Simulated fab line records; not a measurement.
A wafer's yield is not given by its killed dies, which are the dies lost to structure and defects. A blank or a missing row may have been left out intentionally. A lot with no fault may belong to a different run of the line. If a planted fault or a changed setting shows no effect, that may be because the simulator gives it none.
The tool behind it: which one? / flow sky130 / 11 lots with 33 wafers sampled at 5 steps, on a route of 708 steps

== WHAT THE GAUGES READ, wafer by wafer ==
SKY_LI_CONTACT_THK_MEAS_23: measures by xrf. Usual: LI_CONTACT_W_THK 401 nm, standard deviation 5.4.
lot=L774; measured=day 29 08:52; on=filmMetro-02; LI_CONTACT_W_THK (nm)=399 396 398; flag=
lot=L773; measured=day 29 09:52; on=filmMetro-02; LI_CONTACT_W_THK (nm)=402 410 403; flag=
lot=L775; measured=day 29 16:39; on=filmMetro-02; LI_CONTACT_W_THK (nm)=396 397 395; flag=
lot=L778; measured=day 30 23:07; on=filmMetro-01; LI_CONTACT_W_THK (nm)=395 395 397; flag=
lot=L777; measured=day 31 01:04; on=filmMetro-03; LI_CONTACT_W_THK (nm)=398 400 403; flag=
lot=L779; measured=day 31 02:07; on=filmMetro-02; LI_CONTACT_W_THK (nm)=396 397 389; flag=
lot=L781; measured=day 32 03:28; on=filmMetro-01; LI_CONTACT_W_THK (nm)=393 389 389; flag=
lot=L782; measured=day 32 12:47; on=filmMetro-03; LI_CONTACT_W_THK (nm)=407 401 401; flag=
lot=L784; measured=day 32 18:26; on=filmMetro-03; LI_CONTACT_W_THK (nm)=409 410 405; flag=
lot=L785; measured=day 32 22:38; on=filmMetro-03; LI_CONTACT_W_THK (nm)=399 398 400; flag=
lot=L794; measured=day 35 22:39; on=filmMetro-03; LI_CONTACT_W_THK (nm)=406 401 403; flag=

SKY_VIA1_THK_MEAS_23: measures by xrf. Usual: VIA1_W_THK 270 nm, standard deviation 4.5.
lot=L774; measured=day 34 03:54; on=filmMetro-01; VIA1_W_THK (nm)=268 267 269; flag=
lot=L773; measured=day 34 05:31; on=filmMetro-02; VIA1_W_THK (nm)=269 268 265; flag=
lot=L775; measured=day 34 12:08; on=filmMetro-02; VIA1_W_THK (nm)=266 274 266; flag=
lot=L778; measured=day 35 16:10; on=filmMetro-03; VIA1_W_THK (nm)=273 264 269; flag=
lot=L777; measured=day 35 19:13; on=filmMetro-01; VIA1_W_THK (nm)=271 275 273; flag=
lot=L779; measured=day 35 21:17; on=filmMetro-03; VIA1_W_THK (nm)=268 276 266; flag=
lot=L781; measured=day 36 19:28; on=filmMetro-01; VIA1_W_THK (nm)=279 281 273; flag=
lot=L782; measured=day 37 05:40; on=filmMetro-03; VIA1_W_THK (nm)=266 264 267; flag=
lot=L784; measured=day 37 10:51; on=filmMetro-02; VIA1_W_THK (nm)=265 265 264; flag=
lot=L785; measured=day 37 13:16; on=filmMetro-03; VIA1_W_THK (nm)=268 265 267; flag=
lot=L794; measured=day 40 10:01; on=filmMetro-02; VIA1_W_THK (nm)=276 275 272; flag=

SKY_PASSIVATION_THK_MEAS_01. Usual: PASSIVATION_CVD_00_THK 90.3 nm, standard deviation 1.2.
lot=L774; measured=day 43 23:40; on=filmMetro-02; PASSIVATION_CVD_00_THK (nm)=91.7 91.4 90.7; flag=
lot=L773; measured=day 44 02:19; on=filmMetro-03; PASSIVATION_CVD_00_THK (nm)=90.1 90.2 91.7; flag=
lot=L775; measured=day 44 08:59; on=filmMetro-02; PASSIVATION_CVD_00_THK (nm)=91.2 93.0 92.6; flag=
lot=L778; measured=day 45 07:20; on=filmMetro-02; PASSIVATION_CVD_00_THK (nm)=90.9 90.6 90.5; flag=
lot=L777; measured=day 45 10:11; on=filmMetro-03; PASSIVATION_CVD_00_THK (nm)=89.3 90.5 92.5; flag=
lot=L779; measured=day 45 10:44; on=filmMetro-01; PASSIVATION_CVD_00_THK (nm)=89.1 91.0 91.4; flag=
lot=L781; measured=day 46 05:27; on=filmMetro-01; PASSIVATION_CVD_00_THK (nm)=90.0 89.3 89.9; flag=
lot=L782; measured=day 46 15:42; on=filmMetro-03; PASSIVATION_CVD_00_THK (nm)=90.7 90.6 91.1; flag=
lot=L784; measured=day 46 16:21; on=filmMetro-01; PASSIVATION_CVD_00_THK (nm)=72.9 89.7 92.0; flag=OFF
lot=L785; measured=day 46 16:38; on=filmMetro-01; PASSIVATION_CVD_00_THK (nm)=90.7 89.9 92.1; flag=
lot=L794; measured=day 49 02:13; on=filmMetro-02; PASSIVATION_CVD_00_THK (nm)=89.1 89.4 90.0; flag=

== WHAT TOOL EACH LOT RAN ON (gives the tool, then ch and the chambers of the sampled wafers, and finally the start) ==
lot=L774; SKY_LOCAL_INTERCONNECT_METAL_ETCH_14=rieMetal-01 ch 0,1, day 30 12:14; SKY_PASSIVATION_CVD_00=pecvd-02 ch 0,1,2, day 43 23:38
lot=L773; SKY_LOCAL_INTERCONNECT_METAL_ETCH_14=rieMetal-03 ch 0,1, day 30 13:32; SKY_PASSIVATION_CVD_00=pecvd-02 ch 1,2, day 44 02:17
lot=L775; SKY_LOCAL_INTERCONNECT_METAL_ETCH_14=rieMetal-03 ch 0,1, day 30 21:47; SKY_PASSIVATION_CVD_00=pecvd-02 ch 0,1,2, day 44 08:56
lot=L778; SKY_LOCAL_INTERCONNECT_METAL_ETCH_14=rieMetal-03 ch 0,1, day 32 03:11; SKY_PASSIVATION_CVD_00=pecvd-02 ch 0,1, day 45 07:19
lot=L777; SKY_LOCAL_INTERCONNECT_METAL_ETCH_14=rieMetal-02 ch 0,1, day 32 05:43; SKY_PASSIVATION_CVD_00=pecvd-03 ch 0,2, day 45 10:10
lot=L779; SKY_LOCAL_INTERCONNECT_METAL_ETCH_14=rieMetal-03 ch 0,1, day 32 06:37; SKY_PASSIVATION_CVD_00=pecvd-03 ch 0,1,2, day 45 10:41
lot=L781; SKY_LOCAL_INTERCONNECT_METAL_ETCH_14=rieMetal-02 ch 0,1, day 33 06:49; SKY_PASSIVATION_CVD_00=pecvd-02 ch 0,1,2, day 46 05:26
lot=L782; SKY_LOCAL_INTERCONNECT_METAL_ETCH_14=rieMetal-01 ch 0,1, day 33 16:37; SKY_PASSIVATION_CVD_00=pecvd-03 ch 1,2, day 46 15:41
lot=L784; SKY_LOCAL_INTERCONNECT_METAL_ETCH_14=rieMetal-01 ch 1, day 33 21:51; SKY_PASSIVATION_CVD_00=pecvd-02 ch 0,1, day 46 16:19
lot=L785; SKY_LOCAL_INTERCONNECT_METAL_ETCH_14=rieMetal-03 ch 1, day 34 01:33; SKY_PASSIVATION_CVD_00=pecvd-03 ch 0,1,2, day 46 16:37
lot=L794; SKY_LOCAL_INTERCONNECT_METAL_ETCH_14=rieMetal-02 ch 1, day 37 01:25; SKY_PASSIVATION_CVD_00=pecvd-03 ch 0,1, day 49 02:11
- SKY_LOCAL_INTERCONNECT_METAL_ETCH_14: etches TiN in Cl2/BCl3, stops on PSG, target depth 110 nm, time 31.4 s.
- SKY_PASSIVATION_CVD_00: deposits SiO2, target thk 90 nm.

== AS READ BY THE TOOLS THEMSELVES (means over the sampled wafers that have a number; for cases with no such wafer, the mark the record gives instead) ==
SKY_LOCAL_INTERCONNECT_METAL_ETCH_14. Usual: biasW 48.50 W, standard deviation 0.14; drypumpMotorCurrentA 5.4 A, standard deviation 0.38; oesProductAu 0.939 a.u., standard deviation 0.0079; throttleValvePct 21.902 %, standard deviation 0.0092.
lot=L774; tool=rieMetal-01; biasW (W)=48.66; drypumpMotorCurrentA (A)=5.5; oesProductAu (a.u.)=0.935; throttleValvePct (%)=21.896; flag=
lot=L773; tool=rieMetal-03; biasW (W)=48.49; drypumpMotorCurrentA (A)=5.7; oesProductAu (a.u.)=0.952; throttleValvePct (%)=21.901; flag=
lot=L775; tool=rieMetal-03; biasW (W)=48.51; drypumpMotorCurrentA (A)=5.7; oesProductAu (a.u.)=0.936; throttleValvePct (%)=21.900; flag=
lot=L778; tool=rieMetal-03; biasW (W)=48.59; drypumpMotorCurrentA (A)=5.7; oesProductAu (a.u.)=0.942; throttleValvePct (%)=21.907; flag=
lot=L777; tool=rieMetal-02; biasW (W)=48.62; drypumpMotorCurrentA (A)=4.9; oesProductAu (a.u.)=0.925; throttleValvePct (%)=21.918; flag=
lot=L779; tool=rieMetal-03; biasW (W)=48.45; drypumpMotorCurrentA (A)=5.5; oesProductAu (a.u.)=0.934; throttleValvePct (%)=21.903; flag=
lot=L781; tool=rieMetal-02; biasW (W)=48.46; drypumpMotorCurrentA (A)=4.9; oesProductAu (a.u.)=0.940; throttleValvePct (%)=21.908; flag=
lot=L782; tool=rieMetal-01; biasW (W)=48.41; drypumpMotorCurrentA (A)=5.5; oesProductAu (a.u.)=0.946; throttleValvePct (%)=21.906; flag=
lot=L784; tool=rieMetal-01; biasW (W)=48.68; drypumpMotorCurrentA (A)=5.6; oesProductAu (a.u.)=0.934; throttleValvePct (%)=21.899; flag=
lot=L785; tool=rieMetal-03; biasW (W)=48.48; drypumpMotorCurrentA (A)=5.9; oesProductAu (a.u.)=0.945; throttleValvePct (%)=21.889; flag=
lot=L794; tool=rieMetal-02; biasW (W)=48.57; drypumpMotorCurrentA (A)=4.8; oesProductAu (a.u.)=0.936; throttleValvePct (%)=21.896; flag=

SKY_PASSIVATION_CVD_00. Usual: heaterPowerOuterW 389 W, standard deviation 58; heaterPowerW 649 W, standard deviation 79.
lot=L774; tool=pecvd-02; heaterPowerOuterW (W)=368; heaterPowerW (W)=600; flag=
lot=L773; tool=pecvd-02; heaterPowerOuterW (W)=395; heaterPowerW (W)=600; flag=
lot=L775; tool=pecvd-02; heaterPowerOuterW (W)=417; heaterPowerW (W)=665; flag=
lot=L778; tool=pecvd-02; heaterPowerOuterW (W)=400; heaterPowerW (W)=685; flag=
lot=L777; tool=pecvd-03; heaterPowerOuterW (W)=343; heaterPowerW (W)=621; flag=
lot=L779; tool=pecvd-03; heaterPowerOuterW (W)=392; heaterPowerW (W)=684; flag=
lot=L781; tool=pecvd-02; heaterPowerOuterW (W)=359; heaterPowerW (W)=599; flag=
lot=L782; tool=pecvd-03; heaterPowerOuterW (W)=400; heaterPowerW (W)=718; flag=
lot=L784; tool=pecvd-02; heaterPowerOuterW (W)=356; heaterPowerW (W)=652; flag=
lot=L785; tool=pecvd-03; heaterPowerOuterW (W)=352; heaterPowerW (W)=651; flag=
lot=L794; tool=pecvd-03; heaterPowerOuterW (W)=311; heaterPowerW (W)=593; flag=

== THE ANSWER, worked out from the rows above alone ==
Rule: lot off if the mean of its wafers having a number is beyond 3 standard deviations from the usual mean. A lot without any number at a reading at which 4 lots or more have one is off too. All remaining lots with rows at the step are treated as sound. The gauges are gone through in route order, then the tools' own readings, and for those a lot's mean is taken as printed above. At the first step where some lot is off, the reading lying furthest off is the one used; lots without a number count as furthest.
Off: L784, at SKY_PASSIVATION_THK_MEAS_01 (PASSIVATION_CVD_00_THK).
If a tool, at a process step before that reading, ran all the lots that are off and no sound lot after the first of them, it fits. Gauges at SKY_PASSIVATION_THK_MEAS_01: tried the same way as those tools. Can't be told from this: 2 tools fit, rieMetal-01 at SKY_LOCAL_INTERCONNECT_METAL_ETCH_14, pecvd-02 at SKY_PASSIVATION_CVD_00.

== WHAT THE SIMULATOR HAD PUT IN ==
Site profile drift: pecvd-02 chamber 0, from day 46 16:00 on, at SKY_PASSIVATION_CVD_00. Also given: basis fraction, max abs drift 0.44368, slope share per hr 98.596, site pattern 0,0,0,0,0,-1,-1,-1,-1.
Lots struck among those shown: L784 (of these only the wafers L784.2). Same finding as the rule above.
